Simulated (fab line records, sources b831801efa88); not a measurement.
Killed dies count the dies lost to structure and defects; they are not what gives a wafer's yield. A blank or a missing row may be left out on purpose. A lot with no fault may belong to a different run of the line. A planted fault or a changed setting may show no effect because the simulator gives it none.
The tool behind it: which one? + flow sky130 + 13 lots, 39 wafers sampled, at 4 steps of a route of 708

WHAT EACH GAUGE READ, for each wafer
SKY_VT_ADJUST_PCH_OVL_MEAS_07. Usual: for VT_ADJUST_PCH_OVL the level is 0.8 nm and the standard deviation is 1.5.
| lot  | measured     | on         | VT_ADJUST_PCH_OVL (nm) | flag |
|------|--------------|------------|------------------------|------|
| L922 | day 10 06:13 | overlay-01 | 1.9 2.2 1.4            |      |
| L924 | day 11 03:01 | overlay-02 | -0.3 -2.7 -1.4         |      |
| L928 | day 12 11:00 | overlay-02 | - - -                  | OFF  |
| L934 | day 14 06:31 | overlay-01 | 0.3 -2.8 -1.9          |      |
| L935 | day 14 19:08 | overlay-01 | 0.7 -0.4 1.8           |      |
| L936 | day 15 00:21 | overlay-01 | -1.1 -3.9 -2.3         |      |
| L937 | day 15 03:21 | overlay-01 | 2.0 2.0 1.7            |      |
| L939 | day 16 03:05 | overlay-01 | 0.0 1.2 0.3            |      |
| L941 | day 16 14:54 | overlay-01 | 1.5 2.2 2.9            |      |
| L942 | day 16 21:50 | overlay-01 | 2.3 2.8 2.7            |      |
| L943 | day 17 07:22 | overlay-02 | 1.7 2.6 0.7            |      |
| L944 | day 17 12:26 | overlay-02 | -0.7 2.3 -0.6          |      |
| L945 | day 17 22:09 | overlay-02 | -2.5 -2.2 0.5          |      |

SKY_VT_ADJUST_PCH_TW_MEAS_10. Usual: for VT_ADJUST_PCH_TW the level is 142.3 and the standard deviation is 1.2.
| lot  | measured     | on            | VT_ADJUST_PCH_TW  | flag |
|------|--------------|---------------|-------------------|------|
| L922 | day 10 06:30 | film metro-03 | 142.2 142.1 142.8 |      |
| L924 | day 11 03:19 | film metro-03 | 142.1 142.2 141.8 |      |
| L928 | day 12 11:17 | film metro-02 | 30.0 30.2 30.0    | OFF  |
| L934 | day 14 06:49 | film metro-03 | 142.6 143.4 142.5 |      |
| L935 | day 14 19:25 | film metro-04 | 140.6 140.8 141.7 |      |
| L936 | day 15 00:38 | film metro-04 | 141.3 142.0 141.0 |      |
| L937 | day 15 03:38 | film metro-02 | 143.4 142.3 143.3 |      |
| L939 | day 16 03:23 | film metro-04 | 141.1 140.5 140.7 |      |
| L941 | day 16 15:11 | film metro-03 | 144.4 143.3 144.3 |      |
| L942 | day 16 22:08 | film metro-02 | 143.3 142.3 142.9 |      |
| L943 | day 17 07:40 | film metro-02 | 143.0 142.2 141.8 |      |
| L944 | day 17 12:44 | film metro-02 | 142.3 142.7 143.4 |      |
| L945 | day 17 22:26 | film metro-03 | 143.5 143.1 143.0 |      |

SKY_SONOS_TUNNEL_TW_MEAS_12. Usual: for SONOS_TUNNEL_TW the level is 197.3 and the standard deviation is 1.6.
| lot  | measured     | on            | SONOS_TUNNEL_TW   | flag |
|------|--------------|---------------|-------------------|------|
| L922 | day 11 06:04 | film metro-01 | 198.7 198.2 199.2 |      |
| L924 | day 12 03:34 | film metro-03 | 198.1 197.0 197.4 |      |
| L928 | day 13 12:42 | film metro-03 | 213.1 212.5 212.5 | OFF  |
| L934 | day 15 10:30 | film metro-01 | 199.0 199.0 198.8 |      |
| L935 | day 15 23:46 | film metro-04 | 195.1 194.6 195.3 |      |
| L936 | day 16 05:07 | film metro-03 | 199.6 199.3 199.2 |      |
| L937 | day 16 07:55 | film metro-03 | 199.6 198.8 200.0 |      |
| L939 | day 17 08:49 | film metro-01 | 197.7 197.7 199.4 |      |
| L941 | day 17 21:00 | film metro-03 | 196.5 197.8 197.0 |      |
| L942 | day 18 04:11 | film metro-04 | 193.7 193.9 193.0 |      |
| L943 | day 18 14:10 | film metro-03 | 197.3 196.6 196.8 |      |
| L944 | day 18 18:17 | film metro-01 | 198.2 197.3 197.2 |      |
| L945 | day 19 05:28 | film metro-03 | 197.6 197.9 197.2 |      |

WHICH TOOL RAN EACH LOT (tool, then ch and the chambers of the sampled wafers, then the start)
| lot  | SKY_VT_ADJUST_PCH_EXPOSE_04         |
|------|-------------------------------------|
| L922 | iline stepper-02 ch 0, day 9 19:07  |
| L924 | iline stepper-02 ch 0, day 10 15:22 |
| L928 | iline stepper-01 ch 0, day 11 22:04 |
| L934 | iline stepper-02 ch 0, day 13 17:27 |
| L935 | iline stepper-02 ch 0, day 14 05:40 |
| L936 | iline stepper-02 ch 0, day 14 11:13 |
| L937 | iline stepper-01 ch 0, day 14 13:59 |
| L939 | iline stepper-01 ch 0, day 15 13:09 |
| L941 | iline stepper-01 ch 0, day 16 01:21 |
| L942 | iline stepper-01 ch 0, day 16 07:54 |
| L943 | iline stepper-01 ch 0, day 16 16:47 |
| L944 | iline stepper-02 ch 0, day 16 21:58 |
| L945 | iline stepper-02 ch 0, day 17 07:34 |
- SKY_VT_ADJUST_PCH_EXPOSE_04: exposes mask NWM, target cd 840 nm.

AS READ BY THE TOOLS THEMSELVES (means over the sampled wafers that have a number; for cases with no such wafer, the mark the record gives instead)
The record holds no such reading with a usual standard deviation.

THE ANSWER, worked out from the rows above alone
Rule: lot off if the mean of its wafers having a number is beyond 3 standard deviations from the usual mean. A lot without any number at a reading at which 4 lots or more have one is off too. Any other lot the step has rows for is counted as sound. First the gauges in route order, then the tools' own readings, where a lot's mean is used as printed above. At the first step where some lot is off, the reading lying furthest off is the one used; lots without a number count as furthest.
Off: at SKY_VT_ADJUST_PCH_OVL_MEAS_07 (VT_ADJUST_PCH_OVL), L928. Without a number there: L928.
If a tool, at a process step before that reading, ran all the lots that are off and no sound lot after the first of them, it fits. The gauges at SKY_VT_ADJUST_PCH_OVL_MEAS_07 aren't tried: what is off there is off at SKY_VT_ADJUST_PCH_TW_MEAS_10 too, on other tools, and a gauge's error can't cause that. Of those tried, none fits.

WHAT WAS PUT IN BY THE SIMULATOR
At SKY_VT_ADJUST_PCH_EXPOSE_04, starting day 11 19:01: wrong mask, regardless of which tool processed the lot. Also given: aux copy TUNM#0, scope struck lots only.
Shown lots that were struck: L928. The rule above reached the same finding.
